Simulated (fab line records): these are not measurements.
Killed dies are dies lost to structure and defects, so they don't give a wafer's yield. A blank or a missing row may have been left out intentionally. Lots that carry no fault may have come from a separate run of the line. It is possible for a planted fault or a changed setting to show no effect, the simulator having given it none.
fab line records + flow sky130
record
- lots=6
- wafers=18
- last_day=50
route steps=708 shown SD_P@322 RES_XHIGH@332 PAD_OPEN@708
lots untouched by any fault: they come from a run of this same line in which no faults occurred
start_h: start of the lot's first displayed wafer, in hours after the record's first day + wait_h: hours elapsed since this lot's preceding step + " as in the row above + L1.1+2: a row that stands for several wafers + - no value, or no start was given + * or withheld: withheld + < > ~ a bound
route shown NAME@n: a module of which the file shows steps, and the number in the route of the first + usual: mean and standard deviation over wafers with no fault + same: alike in all rows + chamber/n: place in a boat + sites: the reading at each site + _std_site: how widely they spread, as a standard deviation + _edge_site: outer sites' mean less inner sites' + radius_mm: for every site, how far away it sits from the centre of the wafer + mask NAME#n: copy n + behind: tool/chamber where the wafer was last shaped + hold: why the lot went on hold/how many hours it stayed there/how the hold came to an end + device: the transistor (n, p or np) that didn't switch + end of line: tests of these same wafers at the route's end + a step with no rows: only its recipe + killed: dies that structure and defects cost at the first sort, which is not the same as the wafer's yield + map: a wafer's dies, marking killed ones x, the rest . and places with no die _
set.NAME: the setting that was run; set.NAME@STEP: the one run at that earlier step + model.NAME: the simulator's own value behind a step, which no gauge read
lots at selected steps of the route; one table per step, one row per wafer
services: when a tool's chamber went out of use (start_h, in hours from the record's first day, below 0 if earlier), for how many hours, and the reason
## steps
# step SKY_SD_P_COAT_02
# recipe
- resist=NOVOLAK
- spin_rpm=3000
- resist_thk_nm=1140
# step SKY_SD_P_SOFTBAKE_03
# recipe
- temp_c=90
- time_s=60
- resist=NOVOLAK
# step SKY_SD_P_EXPOSE_04
# recipe
- mask_id=PSDM
- na=0.6
- source_shape=conventional
- sigma_outer=0.6
- polarization=unpolarized
- target_cd_nm=380
- dose_mj=138
# step SKY_SD_P_PEB_05
# recipe
- temp_c=withheld
- time_s=*
- resist=NOVOLAK
# step SKY_SD_P_DEVELOP_06
# recipe
- resist=NOVOLAK
- developer=TMAH
- develop_time_s=60
- dev_temp_c=23
# step SKY_SD_P_CD_MEAS_07
# recipe
- target_cd_nm=380
# usual
- cd_nm=380.1/2.8
| lot.wafer | tool      | chamber | start_h | wait_h | cd_nm |
|-----------|-----------|---------|---------|--------|-------|
| L115.2    | cd_sem-01 | -       | 668.76  | 0.1    | 376.8 |
| L115.3    | "         | -       | "       | "      | 378.5 |
| L115.4    | "         | -       | "       | "      | 378.3 |
| L120.1    | cd_sem-02 | -       | 705.54  | 0.1    | 378.4 |
| L120.4    | "         | -       | "       | "      | 375.7 |
| L120.6    | "         | -       | "       | "      | 378.6 |
| L121.1    | cd_sem-02 | -       | 714.04  | 0.1    | 384.1 |
| L121.2    | "         | -       | "       | "      | 380.3 |
| L121.3    | "         | -       | "       | "      | 383.5 |
| L126.2    | cd_sem-01 | -       | 747.39  | 0.1    | 377.8 |
| L126.3    | "         | -       | "       | "      | 378.6 |
| L126.5    | "         | -       | "       | "      | 376.9 |
| L128.1    | cd_sem-01 | -       | 766.29  | 0.1    | 376.0 |
| L128.2    | "         | -       | "       | "      | 378.2 |
| L128.6    | "         | -       | "       | "      | 375.7 |
| L129.2    | cd_sem-01 | -       | 771.66  | 0.1    | 377.0 |
| L129.4    | "         | -       | "       | "      | 379.2 |
| L129.6    | "         | -       | "       | "      | 377.8 |
# step SKY_SD_P_OVL_MEAS_08
# usual
- SD_P_OVL=0.7/1.4
| lot.wafer | tool       | chamber | start_h | wait_h | SD_P_OVL[nm] |
|-----------|------------|---------|---------|--------|--------------|
| L115.2    | overlay-02 | -       | 668.86  | 0.1    | 0.8          |
| L115.3    | "          | -       | "       | "      | -0.3         |
| L115.4    | "          | -       | "       | "      | -1.0         |
| L120.1    | overlay-01 | -       | 705.66  | 0.1    | 0.6          |
| L120.4    | "          | -       | "       | "      | 0.9          |
| L120.6    | "          | -       | "       | "      | -0.6         |
| L121.1    | overlay-02 | -       | 714.16  | 0.1    | -0.6         |
| L121.2    | "          | -       | "       | "      | -1.9         |
| L121.3    | "          | -       | "       | "      | -0.4         |
| L126.2    | overlay-01 | -       | 747.50  | 0.1    | 0.4          |
| L126.3    | "          | -       | "       | "      | -0.5         |
| L126.5    | "          | -       | "       | "      | 1.8          |
| L128.1    | overlay-02 | -       | 766.41  | 0.1    | 1.9          |
| L128.2    | "          | -       | "       | "      | 0.9          |
| L128.6    | "          | -       | "       | "      | -0.6         |
| L129.2    | overlay-01 | -       | 771.76  | 0.1    | 0.9          |
| L129.4    | "          | -       | "       | "      | -0.3         |
| L129.6    | "          | -       | "       | "      | -1.1         |
# step SKY_SD_P_IMPLANT_09
# recipe
- species=BF2
- energy_kev=20
- dose_cm2=3e+15
- tilt_deg=0
# step SKY_SD_P_STRIP_10
# recipe
- chemistry=O2/N2
- power_w=1400
- pressure_mtorr=1500
- platen_temp_c=withheld
- o2_flow_sccm=3000
- n2_flow_sccm=300
- overash_fraction=0.5
# usual
- drypump_motor_current_A=5.7/0.49
- oes_product_au=0.617/0.0045
- strip_time_to_endpoint_s=17.52/0.042
| lot.wafer | tool            | chamber | start_h | wait_h | drypump_motor_current_A | oes_product_au | rf_hours_counter_h | strip_time_to_endpoint_s |
|-----------|-----------------|---------|---------|--------|-------------------------|----------------|--------------------|--------------------------|
| L115.2    | plasma_asher-04 | 1       | 669.04  | 0.1    | 5.4                     | 0.628          | 89                 | 17.52                    |
| L115.3    | "               | 1       | "       | "      | 5.4                     | 0.619          | -                  | 17.54                    |
| L115.4    | "               | 0       | "       | "      | 5.0                     | 0.608          | -                  | 17.51                    |
| L120.1    | plasma_asher-04 | 1       | 705.85  | 0.1    | 5.4                     | 0.616          | 94                 | 17.50                    |
| L120.4    | "               | 1       | "       | "      | 5.4                     | 0.621          | -                  | 17.61                    |
| L120.6    | "               | 0       | "       | "      | 5.0                     | 0.613          | -                  | 17.60                    |
| L121.1    | plasma_asher-04 | 1       | 714.35  | 0.1    | 5.4                     | 0.618          | 94                 | 17.45                    |
| L121.2    | "               | 0       | "       | "      | 5.0                     | 0.615          | 94                 | 17.44                    |
| L121.3    | "               | 0       | "       | "      | 5.0                     | 0.611          | -                  | 17.44                    |
| L126.2    | plasma_asher-04 | 1       | 747.68  | 0.1    | 5.4                     | 0.620          | 98                 | 17.51                    |
| L126.3    | "               | 0       | "       | "      | 5.0                     | 0.618          | -                  | 17.51                    |
| L126.5    | "               | 1       | "       | "      | 5.4                     | 0.619          | -                  | 17.50                    |
| L128.1    | plasma_asher-03 | 1       | 766.59  | 0.1    | 6.4                     | 0.618          | 2                  | 17.52                    |
| L128.2    | "               | 0       | "       | "      | 6.1                     | 0.618          | 2                  | 17.51                    |
| L128.6    | "               | 0       | "       | "      | 6.0                     | 0.608          | -                  | 17.49                    |
| L129.2    | plasma_asher-01 | 1       | 771.94  | 0.1    | 5.9                     | 0.622          | 68                 | 17.43                    |
| L129.4    | "               | 1       | "       | "      | 5.9                     | 0.621          | -                  | 17.47                    |
| L129.6    | "               | 1       | "       | "      | 5.9                     | 0.620          | -                  | 17.48                    |
# step SKY_SD_P_TW_MEAS_11
# usual
- SD_P_TW=2825/34
| lot.wafer | tool          | chamber | start_h | wait_h | SD_P_TW |
|-----------|---------------|---------|---------|--------|---------|
| L115.2    | film_metro-04 | -       | 669.15  | 0.1    | 2853    |
| L115.3    | "             | -       | "       | "      | 2852    |
| L115.4    | "             | -       | "       | "      | 2842    |
| L120.1    | film_metro-02 | -       | 705.95  | 0.1    | 2787    |
| L120.4    | "             | -       | "       | "      | 2790    |
| L120.6    | "             | -       | "       | "      | 2786    |
| L121.1    | film_metro-02 | -       | 714.45  | 0.1    | 2802    |
| L121.2    | "             | -       | "       | "      | 2800    |
| L121.3    | "             | -       | "       | "      | 2772    |
| L126.2    | film_metro-02 | -       | 747.79  | 0.1    | 2770    |
| L126.3    | "             | -       | "       | "      | 2763    |
| L126.5    | "             | -       | "       | "      | 2783    |
| L128.1    | film_metro-04 | -       | 766.69  | 0.1    | 2845    |
| L128.2    | "             | -       | "       | "      | 2843    |
| L128.6    | "             | -       | "       | "      | 2850    |
| L129.2    | film_metro-02 | -       | 772.05  | 0.1    | 2764    |
| L129.4    | "             | -       | "       | "      | 2764    |
| L129.6    | "             | -       | "       | "      | 2777    |
# step SKY_RES_XHIGH_DEHYDRATE_00
# recipe
- temp_c=200
- time_s=60
# step SKY_RES_XHIGH_HMDS_01
# recipe
- prime_time_s=62.52
- prime_temp_c=120
# step SKY_RES_XHIGH_COAT_02
# recipe
- resist=NOVOLAK
- spin_rpm=3000
- resist_thk_nm=1140
| lot.wafer | tool           | chamber | start_h | wait_h | model.NOVOLAK_of_RES_XHIGH_COAT_02.thk_nm |
|-----------|----------------|---------|---------|--------|-------------------------------------------|
| L115.2    | litho_track-04 | 0       | 683.14  | 0.1    | 1139                                      |
| L115.3+4  | "              | 0       | "       | "      | 1137                                      |
| L120.1    | litho_track-02 | 0       | 719.19  | 0.1    | 1142                                      |
| L120.4    | "              | 0       | "       | "      | 1141                                      |
| L120.6    | "              | 0       | "       | "      | 1143                                      |
| L121.1+2  | litho_track-01 | 0       | 728.34  | 0.1    | 1145                                      |
| L121.3    | "              | 0       | "       | "      | 1140                                      |
| L126.2    | litho_track-02 | 0       | 760.62  | 0.1    | 513.6                                     |
| L126.3    | "              | 0       | "       | "      | 514.7                                     |
| L126.5    | "              | 0       | "       | "      | 514.5                                     |
| L128.1    | litho_track-02 | 0       | 779.34  | 0.1    | 515.4                                     |
| L128.2    | "              | 0       | "       | "      | 514.5                                     |
| L128.6    | "              | 0       | "       | "      | 514.2                                     |
| L129.2    | litho_track-04 | 0       | 784.64  | 0.1    | 1136                                      |
| L129.4    | "              | 0       | "       | "      | 1140                                      |
| L129.6    | "              | 0       | "       | "      | 1137                                      |
# step SKY_RES_XHIGH_SOFTBAKE_03
# recipe
- temp_c=90
- time_s=60
- resist=NOVOLAK
# step SKY_RES_XHIGH_EXPOSE_04
# recipe
- mask_id=URPM
- na=0.6
- source_shape=conventional
- sigma_outer=0.6
- polarization=unpolarized
- target_cd_nm=1270
- dose_mj=140
# step SKY_RES_XHIGH_PEB_05
# recipe
- temp_c=withheld
- time_s=*
- resist=NOVOLAK
# step SKY_RES_XHIGH_DEVELOP_06
# recipe
- resist=NOVOLAK
- developer=TMAH
- develop_time_s=60
- dev_temp_c=23
# same
- develop_time_s=60
| lot.wafer | tool           | chamber | start_h | wait_h | model.NOVOLAK_of_RES_XHIGH_COAT_02.thk_nm |
|-----------|----------------|---------|---------|--------|-------------------------------------------|
| L115.2    | litho_track-01 | 0       | 697.42  | 0.1    | 1139                                      |
| L115.3+4  | "              | 0       | "       | "      | 1137                                      |
| L120.1+6  | litho_track-01 | 0       | 732.89  | 0.1    | 1142                                      |
| L120.4    | "              | 0       | "       | "      | 1140                                      |
| L121.1+2  | litho_track-02 | 0       | 741.89  | 0.1    | 1144                                      |
| L121.3    | "              | 0       | "       | "      | 1140                                      |
| L126.2    | litho_track-02 | 0       | 774.07  | 0.1    | 513.2                                     |
| L126.3    | "              | 0       | "       | "      | 514.3                                     |
| L126.5    | "              | 0       | "       | "      | 514.1                                     |
| L128.1    | litho_track-02 | 0       | 792.39  | 0.1    | 514.9                                     |
| L128.2    | "              | 0       | "       | "      | 514.1                                     |
| L128.6    | "              | 0       | "       | "      | 513.8                                     |
| L129.2    | litho_track-04 | 0       | 798.34  | 0.1    | 1135                                      |
| L129.4    | "              | 0       | "       | "      | 1140                                      |
| L129.6    | "              | 0       | "       | "      | 1136                                      |
# step SKY_RES_XHIGH_IMPLANT_07
# recipe
- species=BF2
- energy_kev=20
- dose_cm2=3.6e+14
- tilt_deg=0
# step SKY_RES_XHIGH_STRIP_08
# recipe
- chemistry=O2/N2
- power_w=1400
- pressure_mtorr=1500
- platen_temp_c=withheld
- o2_flow_sccm=3000
- n2_flow_sccm=300
- overash_fraction=0.5
# usual
- drypump_motor_current_A=5.71/0.28
- oes_product_au=0.711/0.0043
- strip_time_to_endpoint_s=14.28/0.042
| lot.wafer | tool            | chamber | start_h | wait_h | drypump_motor_current_A | oes_product_au | rf_hours_counter_h | strip_time_to_endpoint_s |
|-----------|-----------------|---------|---------|--------|-------------------------|----------------|--------------------|--------------------------|
| L115.2    | plasma_asher-01 | 0       | 697.69  | 0.1    | 5.75                    | 0.707          | 61                 | 14.25                    |
| L115.3    | "               | 1       | "       | "      | 5.88                    | 0.711          | -                  | 14.24                    |
| L115.4    | "               | 0       | "       | "      | 5.74                    | 0.702          | -                  | 14.24                    |
| L120.1    | plasma_asher-02 | 0       | 733.19  | 0.1    | 5.52                    | 0.711          | 23                 | 14.30                    |
| L120.4    | "               | 0       | "       | "      | 5.54                    | 0.711          | -                  | 14.29                    |
| L120.6    | "               | 1       | "       | "      | 5.55                    | 0.710          | -                  | 14.30                    |
| L121.1    | plasma_asher-01 | 1       | 742.19  | 0.1    | 5.88                    | 0.709          | 65                 | 14.32                    |
| L121.2    | "               | 0       | "       | "      | 5.77                    | 0.716          | 65                 | 14.33                    |
| L121.3    | "               | 1       | "       | "      | 5.89                    | 0.706          | -                  | 14.26                    |
| L126.2    | plasma_asher-02 | 0       | 774.34  | 0.1    | 5.54                    | 0.523          | 28                 | 6.94                     |
| L126.3    | "               | 0       | "       | "      | 5.51                    | 0.522          | -                  | 6.95                     |
| L126.5    | "               | 0       | "       | "      | 5.54                    | 0.514          | -                  | 6.94                     |
| L128.1    | plasma_asher-02 | 0       | 792.69  | 0.1    | 5.51                    | 0.514          | 30                 | 6.96                     |
| L128.2    | "               | 1       | "       | "      | 5.58                    | 0.516          | 30                 | 6.94                     |
| L128.6    | "               | 0       | "       | "      | 5.52                    | 0.521          | -                  | 6.92                     |
| L129.2    | plasma_asher-03 | 0       | 798.62  | 0.1    | 6.09                    | 0.714          | 6                  | 14.21                    |
| L129.4    | "               | 0       | "       | "      | 6.12                    | 0.714          | -                  | 14.26                    |
| L129.6    | "               | 0       | "       | "      | 6.07                    | 0.704          | -                  | 14.22                    |
# step SKY_RES_XHIGH_TW_MEAS_09
# usual
- RES_XHIGH_TW=1634/20
| lot.wafer | tool          | chamber | start_h | wait_h | RES_XHIGH_TW |
|-----------|---------------|---------|---------|--------|--------------|
| L115.2    | film_metro-01 | -       | 697.80  | 0.1    | 1651         |
| L115.3    | "             | -       | "       | "      | 1655         |
| L115.4    | "             | -       | "       | "      | 1652         |
| L120.1    | film_metro-04 | -       | 733.29  | 0.1    | 1652         |
| L120.4    | "             | -       | "       | "      | 1648         |
| L120.6    | "             | -       | "       | "      | 1657         |
| L121.1    | film_metro-01 | -       | 742.29  | 0.1    | 1650         |
| L121.2    | "             | -       | "       | "      | 1647         |
| L121.3    | "             | -       | "       | "      | 1644         |
| L126.2    | film_metro-04 | -       | 774.45  | 0.1    | 1648         |
| L126.3    | "             | -       | "       | "      | 1647         |
| L126.5    | "             | -       | "       | "      | 1659         |
| L128.1    | film_metro-01 | -       | 792.79  | 0.1    | 1644         |
| L128.2    | "             | -       | "       | "      | 1650         |
| L128.6    | "             | -       | "       | "      | 1643         |
| L129.2    | film_metro-02 | -       | 798.73  | 0.1    | 1594         |
| L129.4    | "             | -       | "       | "      | 1612         |
| L129.6    | "             | -       | "       | "      | 1607         |
# step SKY_PAD_OPEN_PROBE_99
# usual
- killed_at_M0_to_M3=43/7.3
- killed_at_M4_up=3.1/1.8
- killed_at_contacts=24/5.4
- killed_at_front_end=15/4.1
- killed_at_other=0.2/0.52
- killed_dies=86/10
- killed_open=47/7.3
- killed_short=39/6.4
# same
- gross_dies=492
- killed_at_back_side=0
| lot.wafer | tool      | chamber | start_h | wait_h | killed_at_M0_to_M3 | killed_at_M4_up | killed_at_contacts | killed_at_front_end | killed_at_other | killed_dies | killed_open | killed_short |
|-----------|-----------|---------|---------|--------|--------------------|-----------------|--------------------|---------------------|-----------------|-------------|-------------|--------------|
| L120.1    | prober-01 | -       | 1157.40 | 0.1    | 44                 | 3               | 23                 | 19                  | 0               | 89          | 45          | 43           |
| L120.4    | prober-01 | -       | 1157.55 | 0.2    | 39                 | 1               | 23                 | 15                  | 0               | 78          | 42          | 36           |
| L120.6    | prober-01 | -       | 1157.65 | 0.2    | 39                 | 3               | 29                 | 32                  | 0               | 103         | 51          | 51           |
| L121.1    | prober-02 | -       | 1165.55 | 0.1    | 45                 | 1               | 24                 | 11                  | 0               | 81          | 44          | 37           |
| L121.2    | prober-02 | -       | 1165.60 | 0.1    | 43                 | 4               | 15                 | 12                  | 0               | 74          | 39          | 35           |
| L121.3    | prober-02 | -       | 1165.65 | 0.2    | 49                 | 4               | 24                 | 9                   | 1               | 87          | 55          | 32           |
# killed by level:class
L120.1 LI_CONTACT:geometric_particle:open=8 VIA2:geometric_particle:open=8 METAL1:geometric_particle:short=7 FIELD_ISO:geometric_particle:open=6 VIA1:geometric_particle:open=6 VIA1:geometric_particle:short=5 POLY_GATE:geometric_particle:open=5 CONTACT:geometric_particle:short=5
L120.4 CONTACT:geometric_particle:open=12 METAL1:geometric_particle:short=8 VIA1:geometric_particle:open=7 LI_CONTACT:geometric_particle:open=6 VIA2:geometric_particle:open=6 FIELD_ISO:geometric_particle:open=5 METAL2:geometric_particle:short=5 VIA3:geometric_particle:open=4
L120.6 FIELD_ISO:geometric_particle:short=13 FIELD_ISO:geometric_particle:open=9 LI_CONTACT:geometric_particle:open=9 CONTACT:geometric_particle:open=8 CONTACT:geometric_particle:short=7 VIA1:geometric_particle:open=7 VIA3:geometric_particle:open=6 VIA1:geometric_particle:short=5
L121.1 VIA1:geometric_particle:open=13 CONTACT:geometric_particle:open=7 METAL1:geometric_particle:short=7 VIA3:geometric_particle:open=7 LI_CONTACT:geometric_particle:open=6 CONTACT:geometric_particle:short=5 METAL2:geometric_particle:short=5 POLY_GATE:geometric_particle:short=4
L121.2 METAL2:geometric_particle:short=10 CONTACT:geometric_particle:open=8 VIA1:geometric_particle:short=7 VIA2:geometric_particle:open=6 VIA1:geometric_particle:open=6 VIA3:geometric_particle:open=5 LI_CONTACT:geometric_particle:open=5 METAL4:geometric_particle:short=4
L121.3 CONTACT:geometric_particle:open=12 VIA1:geometric_particle:open=10 METAL2:geometric_particle:short=10 LI_CONTACT:geometric_particle:open=8 VIA1:geometric_particle:short=7 VIA2:geometric_particle:open=6 VIA3:geometric_particle:open=4 FIELD_ISO:geometric_particle:open=3
## services
| tool            | chamber | start_h | hours | kind       |
|-----------------|---------|---------|-------|------------|
| plasma_asher-01 | -       | 657.68  | 0.9   | repair     |
| plasma_asher-01 | -       | 663.05  | 3.1   | repair     |
| plasma_asher-03 | -       | 679.74  | 5.6   | repair     |
| plasma_asher-01 | -       | 688.58  | 8.7   | repair     |
| plasma_asher-04 | -       | 723.76  | 2.8   | pm         |
| plasma_asher-03 | -       | 733.75  | 9.0   | pm         |
| plasma_asher-03 | 0       | 733.75  | 9.0   | vent_cycle |
| plasma_asher-03 | 1       | 733.75  | 9.0   | vent_cycle |
| plasma_asher-03 | 0       | 742.75  | -     | clean      |
| plasma_asher-03 | 1       | 742.75  | -     | clean      |
| plasma_asher-03 | -       | 768.92  | 2.3   | repair     |
| plasma_asher-04 | -       | 775.26  | 2.3   | repair     |
| plasma_asher-01 | -       | 776.04  | 47.9  | pm         |
## key
first_sign
- step=SKY_RES_XHIGH_STRIP_08
- reading=strip_time_to_endpoint_s
- direction=down
- sigmas=99+
- usual=*
- struck=*
effect
- step=SKY_RES_XHIGH_STRIP_08
- reading=oes_product_au
- direction=down
- sigmas=45
- usual=0.711
- struck=0.518
model_effect
- step=SKY_RES_XHIGH_COAT_02
- value=NOVOLAK_of_RES_XHIGH_COAT_02.thk_nm
- without=1142
- struck=514.5
model_effect
- step=SKY_RES_XHIGH_DEVELOP_06
- value=NOVOLAK_of_RES_XHIGH_COAT_02.thk_nm
- without=1141
- struck=514.1
met_at SKY_RES_XHIGH_COAT_02
struck_wafers L126.2,L126.3,L126.5,L128.1,L128.2,L128.6
tester_left_out L126,L128
onset_between 719.19 760.62
also_fits SKY_RES_XHIGH_DEVELOP_06:litho_track-02,SKY_RES_XHIGH_STRIP_08:plasma_asher-02
fault
- kind=process_parameter_drift
- tool=litho_track-02
- chamber=-
- onset_h=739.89
- steps=SKY_RES_XHIGH_COAT_02
- channel=resist_thk_nm
- offset=-626.33
- shape=step
- end_h=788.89
- acts_in=these_recipes_only
- stated=1140
# tester_left_out: of these lots the tester's yield and bins aren't shown, on N5 and GAA mostly nor the transistor test; their killed dies are dies lost to structure and defects alone, not to doping, threshold or leakage, so they don't give the yield
